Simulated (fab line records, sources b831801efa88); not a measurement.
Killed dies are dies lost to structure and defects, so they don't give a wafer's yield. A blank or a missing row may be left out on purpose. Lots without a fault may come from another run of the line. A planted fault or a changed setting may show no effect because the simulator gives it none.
Problem report in the 8D (eight disciplines) form, filled by code | flow gf180mcu | the parts of the form that need people (team, actions taken, sign-off) are left out

1. THE PROBLEM
spin_speed_rpm at GF_VT_IMPLANT_COAT_24 reads a mean of 3479.0 rpm on 6 wafers of 2 lots; wafers without a fault read 3000.0 rpm with a standard deviation of 2.3. That is +99 or more standard deviations from the usual mean.
The step: resist thk 1000 nm.
First seen on wafer L572.1, day 9 07:08, on litho_track-04. The record holds 36 wafers of 12 lots with a number at this step. Rule for "out", or "out of limits": more than 4 standard deviations from the usual mean. The other wafers with a number count as sound.

2. WHAT IT IS AND WHAT IT IS NOT
question                    | is                     | is not
which readings at this step | spin_speed_rpm         | -
which lots                  | L572, L576             | L562, L563, L564, L565, L566, L567, L568, L569, L581, L585
which wafers of those lots  | all that have a number | -
read on which tools         | litho_track-04         | litho_track-01, litho_track-03
when                        | from day 9 07:08       | up to then (24 sound wafers); but 6 sound wafers of L581, L585 came after

3. SUSPECTS, AND WHAT RULES EACH OUT
Counting: a tool at a process step up to the reading stays a suspect if it ran every lot that is out and no sound lot after the first of them.
- litho_track-04 at GF_VT_IMPLANT_COAT_24 (resist thk 1000 nm): kept. It ran every lot that is out, first L572 (day 9 07:08), and no sound lot after that; its last sound lot up to then is L569 (day 8 10:55). Its own readings are out on those wafers: spin_speed_rpm.
Left after counting: litho_track-04 at GF_VT_IMPLANT_COAT_24.

4. THE CAUSE (what the simulator had put in)
Process parameter drift: litho_track-04, from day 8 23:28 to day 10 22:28, at GF_VT_IMPLANT_COAT_24. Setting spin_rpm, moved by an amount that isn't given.
Counting left only this tool.

5. THE CHAIN OF EFFECTS, in route order
Each row: a reading whose mean over the struck wafers that have a number lies more than 3 standard deviations from the usual. Only readings for which the record gives a usual standard deviation are gone through. hours: the time from each lot's start at the first step in this table that gives one to its start at this step, as a median over the lots. sigmas: the change in usual standard deviations.
hours | step                   | reading                  | usual      | on struck wafers | change | sigmas
0     | GF_VT_IMPLANT_COAT_24  | spin_speed_rpm           | 3000.0 rpm | 3479.0           | +479.0 | +99 or more
9     | GF_VT_IMPLANT_STRIP_31 | strip_time_to_endpoint_s | 12.63 s    | 11.78            | -0.85  | -22
The process steps in it:
- GF_VT_IMPLANT_COAT_24: resist thk 1000 nm.
- GF_VT_IMPLANT_STRIP_31: strips in O2/N2.
Later measuring or inspecting steps at which every struck wafer that the step has a row for has a number for every such reading, and none has moved that far: GF_M1_RS_MEAS_05.

6. WHAT WOULD HAVE CAUGHT IT SOONER
In this record the first reading out of limits was taken at day 9 07:08, 8 hours after the fault began at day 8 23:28.
